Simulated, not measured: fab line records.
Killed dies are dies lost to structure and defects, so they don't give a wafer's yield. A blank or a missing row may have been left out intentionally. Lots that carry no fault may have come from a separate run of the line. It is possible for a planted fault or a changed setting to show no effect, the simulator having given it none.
Which tool is to blame? | flow sfq line | 14 lots with 42 wafers sampled at 4 steps, on a route of 325 steps

## WHAT THE GAUGES SHOWED, per wafer
No reading from a measuring or inspecting step in the record can be judged against a usual standard deviation.

## EACH LOT AND THE TOOL THAT RAN IT (in order: tool; ch and the chambers of the sampled wafers; start)
lot  | SFQ_TRILAYER_I1_DEP_PECVD_045   | SFQ_TRILAYER_M2_BARC_OPEN_METAL_ETCH_077 | SFQ_TRILAYER_I3_DEP_PECVD_081   | SFQ_TRILAYER_M4_DEP_SPUTTER_091
L261 | pecvd-03 ch 0,1, day 24 05:41   | rie metal-01 ch 0,1, day 36 23:09        | pecvd-01 ch 1,2, day 43 12:07   | pvd sputter-03, day 49 06:16
L262 | pecvd-03 ch 0,1,2, day 24 12:53 | rie metal-01 ch 0,1, day 37 08:52        | pecvd-04 ch 0,1, day 44 02:29   | pvd sputter-03, day 49 18:16
L264 | pecvd-01 ch 0,1, day 25 12:22   | rie metal-03 ch 1, day 38 08:59          | pecvd-02 ch 0,1, day 45 03:48   | pvd sputter-03, day 50 11:16
L265 | pecvd-03 ch 1,2, day 25 21:18   | rie metal-03 ch 1, day 38 13:47          | pecvd-04 ch 0,2, day 45 06:59   | pvd sputter-03, day 50 14:40
L266 | pecvd-02 ch 0,1,2, day 25 23:42 | rie metal-01 ch 0,1, day 38 14:59        | pecvd-02 ch 0,2, day 45 09:48   | pvd sputter-03, day 50 17:04
L268 | pecvd-01 ch 0,1,2, day 27 19:02 | rie metal-03 ch 0,1, day 40 06:51        | pecvd-04 ch 0,1,2, day 46 15:07 | pvd sputter-03, day 51 05:04
L269 | pecvd-02 ch 1,2, day 28 13:02   | rie metal-01 ch 0,1, day 40 21:08        | pecvd-01 ch 1,2, day 48 02:12   | pvd sputter-06, day 52 15:52
L270 | pecvd-02 ch 1,2, day 29 13:43   | rie metal-01 ch 0,1, day 41 18:44        | pecvd-04 ch 1,2, day 48 03:24   | pvd sputter-03, day 52 21:52
L276 | pecvd-01 ch 0,2, day 31 02:56   | rie metal-01 ch 0,1, day 43 19:32        | pecvd-02 ch 1,2, day 49 15:52   | pvd sputter-03, day 55 11:50
L277 | pecvd-01 ch 0,2, day 31 16:07   | rie metal-01 ch 0,1, day 44 09:56        | pecvd-02 ch 0,2, day 50 00:19   | pvd sputter-06, day 55 23:50
L279 | pecvd-01 ch 0,1,2, day 31 23:19 | rie metal-04 ch 0,1, day 44 19:38        | pecvd-02 ch 0,1,2, day 50 08:41 | pvd sputter-05, day 56 11:49
L280 | pecvd-01 ch 0,1,2, day 32 18:39 | rie metal-04 ch 1, day 45 12:22          | pecvd-01 ch 0,2, day 51 00:16   | pvd sputter-06, day 57 00:59
L281 | pecvd-02 ch 0,1,2, day 32 23:35 | rie metal-03 ch 0,1, day 45 20:08        | pecvd-04 ch 0,1, day 51 03:52   | pvd sputter-03, day 57 05:47
L284 | pecvd-03 ch 1,2, day 34 11:25   | rie metal-03 ch 0,1, day 46 15:20        | pecvd-04 ch 0,1,2, day 51 08:40 | pvd sputter-03, day 57 09:23
- SFQ_TRILAYER_I1_DEP_PECVD_045: deposits SiO2 from SiH4/N2O, time 111.11 s, target thk 500 nm.
- SFQ_TRILAYER_M2_BARC_OPEN_METAL_ETCH_077: etches BARC in O2, target depth 125 nm, time 41.7 s.
- SFQ_TRILAYER_I3_DEP_PECVD_081: deposits SiO2 from SiH4/N2O, time 111.11 s, target thk 500 nm.
- SFQ_TRILAYER_M4_DEP_SPUTTER_091: material Nb, target thk 200 nm, time 133.3 s.

## AS READ BY THE TOOLS THEMSELVES (means over the sampled wafers that have a number; for cases with no such wafer, the mark the record gives instead)
SFQ_TRILAYER_I1_DEP_PECVD_045. Usual: heater power w 88 W, standard deviation 22; rf fwd power W 182.3 W, standard deviation 0.62; throttle valve pct 24.6 %, standard deviation 1.6.
lot  | tool     | heater power w (W) | rf fwd power W (W) | throttle valve pct (%) | flag
L261 | pecvd-03 | 75                 | 181.6              | 23.9                   |
L262 | pecvd-03 | 83                 | 182.0              | 25.3                   |
L264 | pecvd-01 | 78                 | 183.0              | 25.0                   |
L265 | pecvd-03 | 109                | 182.0              | 26.8                   |
L266 | pecvd-02 | 88                 | 182.4              | 22.7                   |
L268 | pecvd-01 | 89                 | 182.7              | 25.3                   |
L269 | pecvd-02 | 90                 | 182.3              | 23.3                   |
L270 | pecvd-02 | 94                 | 182.5              | 23.3                   |
L276 | pecvd-01 | 60                 | 182.4              | 25.4                   |
L277 | pecvd-01 | 64                 | 182.4              | 25.6                   |
L279 | pecvd-01 | 85                 | 182.1              | 25.5                   |
L280 | pecvd-01 | 89                 | 182.1              | 25.8                   |
L281 | pecvd-02 | 90                 | 183.1              | 23.1                   |
L284 | pecvd-03 | 101                | 182.1              | 25.5                   |

SFQ_TRILAYER_M2_BARC_OPEN_METAL_ETCH_077. Usual: drypump motor current A 5.54 A, standard deviation 0.23; he backside leak sccm 3.45 sccm, standard deviation 0.23; oes product au 0.685 a.u., standard deviation 0.0043.
lot  | tool         | drypump motor current A (A) | he backside leak sccm (sccm) | oes product au (a.u.) | flag
L261 | rie metal-01 | 5.73                        | 3.38                         | 0.685                 |
L262 | rie metal-01 | 5.78                        | 3.48                         | 0.689                 |
L264 | rie metal-03 | 5.31                        | 3.10                         | 0.684                 |
L265 | rie metal-03 | 5.30                        | 3.18                         | 0.686                 |
L266 | rie metal-01 | 5.73                        | 3.25                         | 0.683                 |
L268 | rie metal-03 | 5.42                        | 3.50                         | 0.682                 |
L269 | rie metal-01 | 5.75                        | 3.24                         | 0.684                 |
L270 | rie metal-01 | 5.72                        | 3.49                         | 0.687                 |
L276 | rie metal-01 | 5.74                        | 3.40                         | 0.681                 |
L277 | rie metal-01 | 5.75                        | 3.32                         | 0.685                 |
L279 | rie metal-04 | 5.23                        | 3.55                         | 0.687                 |
L280 | rie metal-04 | 5.31                        | 3.62                         | 0.685                 |
L281 | rie metal-03 | 5.50                        | 3.46                         | 0.690                 |
L284 | rie metal-03 | 5.42                        | 3.31                         | 0.678                 |

SFQ_TRILAYER_I3_DEP_PECVD_081. Usual: heater power w 92 W, standard deviation 17; rf fwd power W 182.2 W, standard deviation 0.67; throttle valve pct 24.9 %, standard deviation 0.86.
lot  | tool     | heater power w (W) | rf fwd power W (W) | throttle valve pct (%) | flag
L261 | pecvd-01 | 99                 | 182.1              | 26.1                   |
L262 | pecvd-04 | 88                 | 182.6              | 24.9                   |
L264 | pecvd-02 | 94                 | 181.8              | 23.5                   |
L265 | pecvd-04 | 96                 | 182.2              | 24.8                   |
L266 | pecvd-02 | 81                 | 182.7              | 24.1                   |
L268 | pecvd-04 | 92                 | 192.2              | 25.0                   | OFF
L269 | pecvd-01 | 98                 | 181.8              | 26.1                   |
L270 | pecvd-04 | 100                | 192.1              | 25.1                   | OFF
L276 | pecvd-02 | 94                 | 182.8              | 24.2                   |
L277 | pecvd-02 | 86                 | 183.0              | 24.3                   |
L279 | pecvd-02 | 88                 | 181.6              | 24.0                   |
L280 | pecvd-01 | 74                 | 182.4              | 26.0                   |
L281 | pecvd-04 | 87                 | 182.9              | 25.3                   |
L284 | pecvd-04 | 94                 | 182.0              | 25.3                   |

SFQ_TRILAYER_M4_DEP_SPUTTER_091. Usual: cathode dc power W 2000.0 W, standard deviation 0.35; throttle valve pct 30.2 %, standard deviation 0.94.
lot  | tool           | cathode dc power W (W) | throttle valve pct (%) | flag
L261 | pvd sputter-03 | 2000.0                 | 30.2                   |
L262 | pvd sputter-03 | 1999.7                 | 31.0                   |
L264 | pvd sputter-03 | 1999.9                 | 30.8                   |
L265 | pvd sputter-03 | 2000.2                 | 31.0                   |
L266 | pvd sputter-03 | 2000.0                 | 30.2                   |
L268 | pvd sputter-03 | 1999.7                 | 30.0                   |
L269 | pvd sputter-06 | 1999.9                 | 29.7                   |
L270 | pvd sputter-03 | 2000.3                 | 30.7                   |
L276 | pvd sputter-03 | 2000.2                 | 30.0                   |
L277 | pvd sputter-06 | 2000.6                 | 29.9                   |
L279 | pvd sputter-05 | 1999.7                 | 30.4                   |
L280 | pvd sputter-06 | 2000.1                 | 29.7                   |
L281 | pvd sputter-03 | 2000.2                 | 30.9                   |
L284 | pvd sputter-03 | 2000.1                 | 30.0                   |

## THE ANSWER, worked out from the rows above alone
Rule: a lot counts as off when the mean over its wafers that have a number is more than 3 standard deviations away from the usual mean. A lot without any number at a reading at which 4 lots or more have one is off too. Where the step has rows for the other lots, those lots are counted as sound. First the gauges in route order, then the tools' own readings, where a lot's mean is used as printed above. The first step at which some lot is off is used, and at that step the reading that is off furthest; a lot without a number counts as furthest.
Off: L268, L270, at SFQ_TRILAYER_I3_DEP_PECVD_081 (rf fwd power W).
If a tool, at that step or one of the process steps before it, ran each lot that is off and ran no sound lot following the first of them, it fits. Not one of the candidates tried fits.

## WHAT THE SIMULATOR HAD PUT IN
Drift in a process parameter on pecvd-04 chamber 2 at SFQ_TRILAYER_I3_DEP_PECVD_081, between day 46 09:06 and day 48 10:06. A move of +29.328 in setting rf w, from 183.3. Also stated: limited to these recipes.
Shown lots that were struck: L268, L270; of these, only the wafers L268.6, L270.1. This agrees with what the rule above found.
